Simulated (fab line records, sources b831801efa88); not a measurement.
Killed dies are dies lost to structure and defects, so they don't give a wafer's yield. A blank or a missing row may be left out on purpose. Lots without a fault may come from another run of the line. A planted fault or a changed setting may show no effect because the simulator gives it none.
Problem report in the 8D (eight disciplines) form, filled by code | flow sfq_line | the parts of the form that need people (team, actions taken, sign-off) are left out

1. THE PROBLEM
bias_w at SFQ_TRILAYER_I7_VIA_ETCH_VIA_ETCH_190 reads a mean of 95.12 W on 2 wafers of 2 lots; wafers without a fault read 80.01 W with a standard deviation of 0.21. That is +72 standard deviations from the usual mean.
The step: etches SiO2 in CHF3, stops on Nb, target depth 260 nm.
First seen on wafer L944.5, day 82 08:19, on rie_diel-04. The record holds 18 wafers of 6 lots with a number at this step. Rule for "out", or "out of limits": more than 4 standard deviations from the usual mean. The other wafers with a number count as sound.

2. WHAT IT IS AND WHAT IT IS NOT
question                    | is                | is not
which readings at this step | bias_w            | drypump_motor_current_A, oes_product_au, rf_fwd_power_W
which lots                  | L944, L945        | L925, L932, L946, L947
which wafers of those lots  | L944.5, L945.6    | L944.1, L944.4, L945.4, L945.5
read on which tools         | rie_diel-04       | rie_diel-01, rie_diel-02
when                        | from day 82 08:19 | up to then (8 sound wafers); but 8 sound wafers of L945, L946, L947 came after

3. SUSPECTS, AND WHAT RULES EACH OUT
Counting: a tool at a process step up to the reading stays a suspect if it ran every lot that is out. Sound lots after the first of them don't rule it out here, since some wafers of a struck lot are sound.
- rie_diel-04 at SFQ_TRILAYER_I7_VIA_BARC_OPEN_VIA_ETCH_260 (etches BARC in O2, target depth 125 nm, time 41.7 s): kept. It ran every lot that is out, first L944 (day 82 08:17); its last sound lot up to then is L932 (day 79 21:28).
- rie_diel-04 at SFQ_TRILAYER_I7_VIA_ETCH_VIA_ETCH_190 (etches SiO2 in CHF3, stops on Nb, target depth 260 nm): kept. It ran every lot that is out, first L944 (day 82 08:19); its last sound lot up to then is L932 (day 79 21:30). Its own readings are out on those wafers: bias_w.
- Within rie_diel-04 at SFQ_TRILAYER_I7_VIA_BARC_OPEN_VIA_ETCH_260: the wafers that are out ran in chamber 2; their sound lot-mates ran in chambers 1, 3.
- Within rie_diel-04 at SFQ_TRILAYER_I7_VIA_ETCH_VIA_ETCH_190: the wafers that are out ran in chamber 2; their sound lot-mates ran in chambers 1, 3.
Left after counting: rie_diel-04 at SFQ_TRILAYER_I7_VIA_BARC_OPEN_VIA_ETCH_260, rie_diel-04 at SFQ_TRILAYER_I7_VIA_ETCH_VIA_ETCH_190.

4. THE CAUSE (what the simulator had put in)
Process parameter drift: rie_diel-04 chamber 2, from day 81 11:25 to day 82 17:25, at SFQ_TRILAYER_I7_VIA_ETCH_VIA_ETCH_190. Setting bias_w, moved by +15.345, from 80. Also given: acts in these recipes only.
Counting left 2 suspects, and this tool is among them.

5. THE CHAIN OF EFFECTS, in route order
Each row: a reading whose mean over the struck wafers that have a number lies more than 3 standard deviations from the usual. Only readings for which the record gives a usual standard deviation are gone through. hours: the time from each lot's start at the first step in this table that gives one to its start at this step, as a median over the lots. sigmas: the change in usual standard deviations.
hours | step                                  | reading | usual   | on struck wafers | change | sigmas
0     | SFQ_TRILAYER_I7_VIA_ETCH_VIA_ETCH_190 | bias_w  | 80.01 W | 95.12            | +15.11 | +72
The process steps in it:
- SFQ_TRILAYER_I7_VIA_ETCH_VIA_ETCH_190: etches SiO2 in CHF3, stops on Nb, target depth 260 nm.

6. WHAT WOULD HAVE CAUGHT IT SOONER
In this record the first reading out of limits was taken at day 82 08:19, 21 hours after the fault began at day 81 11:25.
